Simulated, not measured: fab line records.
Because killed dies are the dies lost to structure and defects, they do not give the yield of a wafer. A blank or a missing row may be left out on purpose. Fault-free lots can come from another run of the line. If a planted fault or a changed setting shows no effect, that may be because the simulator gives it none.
Struck lot and sound lot, side by side | flow sky130 | 14 out of 708 route steps
Sound: the wafers L368.2, L368.3, L368.4. Struck: wafers L363.2, L363.4, L363.5. The cause is named last.
For every step that has rows: the tool of each side, followed by ch and its chambers, followed by its first start. Under that, the readings that differ: sound wafers | struck wafers | difference of the means | sigmas: that difference in standard deviations of wafers without a fault.
alike: readings with means less than 2 such deviations apart, plus words and numbers identical on both sides. not compared: withheld readings, readings lacking a value on some wafer, bounds such as >300 that could conceal the same value, and numbers that have no deviation in the record and whose values overlap.
A row with sigmas, a row that says differs or no value, or rows on one side alone: a step with any of these is where the two part. When numbers do not overlap yet have no deviation, they are printed without sigmas and do not part them. Lack of a reading on every wafer of one side parts them only where that side has two or more wafers.

SKY_METAL2_SPUTTER_01: material TiN, target thk 20 nm, time 16.7 s.
  sound on pvd-sputter-03 at day 40 10:24; struck on pvd-sputter-04 at day 38 14:38
  alike: throttle-valve-pct
SKY_METAL2_SPUTTER_02: material AlCu, target thk 250 nm, time 13.3 s.
  sound on pvd-sputter-03 at day 40 10:26; struck on pvd-sputter-04 at day 38 14:40
  alike: throttle-valve-pct
SKY_METAL2_SPUTTER_03: material Ti, target thk 5 nm, time 3.3 s.
  sound on pvd-sputter-03 at day 40 10:27; struck on pvd-sputter-04 at day 38 14:41
  alike: throttle-valve-pct
SKY_METAL2_SPUTTER_04: material TiN, target thk 70 nm, time 58.3 s.
  sound on pvd-sputter-03 at day 40 10:28; struck on pvd-sputter-04 at day 38 14:43
  alike: throttle-valve-pct
SKY_METAL2_RS_MEAS_05: a four-point-probe measurement.
  sound on film-metro-01 at day 40 10:32; struck on film-metro-03 at day 38 14:47
  alike: METAL2_ALCU_RS
SKY_METAL2_THK_MEAS_06: measures by xrf.
  sound on film-metro-01 at day 40 10:39; struck on film-metro-03 at day 38 14:53
  reading              | sound       | struck      | difference | sigmas
  METAL2_ALCU_THK (nm) | 245 242 246 | 255 251 250 | +8         | +2
then, 6 steps without rows for these wafers: SKY_METAL2_DEHYDRATE_07 (time 60 s); SKY_METAL2_HMDS_08 (prime time 60 s); SKY_METAL2_COAT_09 (resist thk 60 nm); SKY_METAL2_COAT_10 (resist thk 450 nm); SKY_METAL2_SOFTBAKE_11 (time 90 s); SKY_METAL2_EXPOSE_12 (exposes mask MM2, target cd 140 nm).
SKY_METAL2_PEB_13:
  struck on litho-track-04, day 39 15:00; sound on litho-track-02 ch 0, day 41 10:00
  reading         | sound          | struck | difference                    | sigmas
  exhaust-pa (Pa) | 44.8 45.1 43.5 | - - -  | no value on the struck wafers |
  not compared: chill-plate-temp-C
then, 1 step without rows for these wafers: SKY_METAL2_DEVELOP_14 (develop time 60 s).

## WHERE THEY PART
Earliest at SKY_METAL2_THK_MEAS_06; latest, in this record, at SKY_METAL2_PEB_13.

WHY: what had been put in by the simulator
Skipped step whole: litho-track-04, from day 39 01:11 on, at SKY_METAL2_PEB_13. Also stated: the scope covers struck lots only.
